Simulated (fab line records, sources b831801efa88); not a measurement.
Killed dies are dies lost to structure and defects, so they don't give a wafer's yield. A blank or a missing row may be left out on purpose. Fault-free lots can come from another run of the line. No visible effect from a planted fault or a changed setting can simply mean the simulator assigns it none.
Matching of chambers / flow sky130 / hdpcvd-01 running SKY_FIELD_ISO_CVD_24: 3 sister chambers
The step deposits SiO2, target thk 595 nm, time 99.2 s. 14 wafers are shown with their chamber, then 7 later ones without.

== WAFERS WITH THEIR CHAMBER ==
wafer=L417.1; chamber=0; pressure-mtorr (mTorr)=6.000
wafer=L417.3; chamber=1; pressure-mtorr (mTorr)=5.992
wafer=L417.4; chamber=2; pressure-mtorr (mTorr)=6.008
wafer=L420.1; chamber=1; pressure-mtorr (mTorr)=6.020
wafer=L420.3; chamber=0; pressure-mtorr (mTorr)=5.988
wafer=L420.5; chamber=0; pressure-mtorr (mTorr)=5.987
wafer=L422.1; chamber=0; pressure-mtorr (mTorr)=6.009
wafer=L422.4; chamber=2; pressure-mtorr (mTorr)=5.998
wafer=L422.5; chamber=1; pressure-mtorr (mTorr)=6.005
wafer=L424.1; chamber=2; pressure-mtorr (mTorr)=5.977
wafer=L424.2; chamber=1; pressure-mtorr (mTorr)=5.991
wafer=L424.5; chamber=0; pressure-mtorr (mTorr)=5.985
wafer=L428.1; chamber=1; pressure-mtorr (mTorr)=6.009
wafer=L428.4; chamber=0; pressure-mtorr (mTorr)=6.010

SIGNATURES (averages over the wafers above)
reading=pressure-mtorr; chamber 0=5.99650; chamber 1=6.00340; chamber 2=5.99433; scatter within a chamber=0.0126
Rule: a wafer lies at a distance from a chamber equal to the root of the sum of squares, over the readings, of (its reading less the chamber's mean, divided by the reading's scatter). The wafer belongs to the nearest chamber; if the next one is less than 2 further off, it can't be placed. How the scatter is found: for the shown wafers, subtract from each reading the mean of its chamber, square and add these, divide the total by (wafers less chambers), then take the root.

== WAFERS WHOSE CHAMBER IS MISSING ==
wafer=L428.5; pressure-mtorr (mTorr)=5.979
wafer=L433.1; pressure-mtorr (mTorr)=6.020
wafer=L433.3; pressure-mtorr (mTorr)=5.993
wafer=L433.6; pressure-mtorr (mTorr)=6.020
wafer=L440.3; pressure-mtorr (mTorr)=5.993
wafer=L440.4; pressure-mtorr (mTorr)=5.997
wafer=L440.5; pressure-mtorr (mTorr)=6.012

== WHICH CHAMBER EACH ONE RAN IN ==
wafer=L428.5; from the rows above=can't be placed: 2 or 0 or 1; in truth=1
wafer=L433.1; from the rows above=can't be placed: 1 or 0 or 2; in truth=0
wafer=L433.3; from the rows above=can't be placed: 2 or 0 or 1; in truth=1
wafer=L433.6; from the rows above=can't be placed: 1 or 0 or 2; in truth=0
wafer=L440.3; from the rows above=can't be placed: 2 or 0 or 1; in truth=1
wafer=L440.4; from the rows above=can't be placed: 0 or 2 or 1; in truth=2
wafer=L440.5; from the rows above=can't be placed: 1 or 0 or 2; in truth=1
Placed correctly: 0 of 7. Cannot be placed on the basis of these rows: 7; the candidates contain the true chamber in 7. Number placed wrongly: 0.
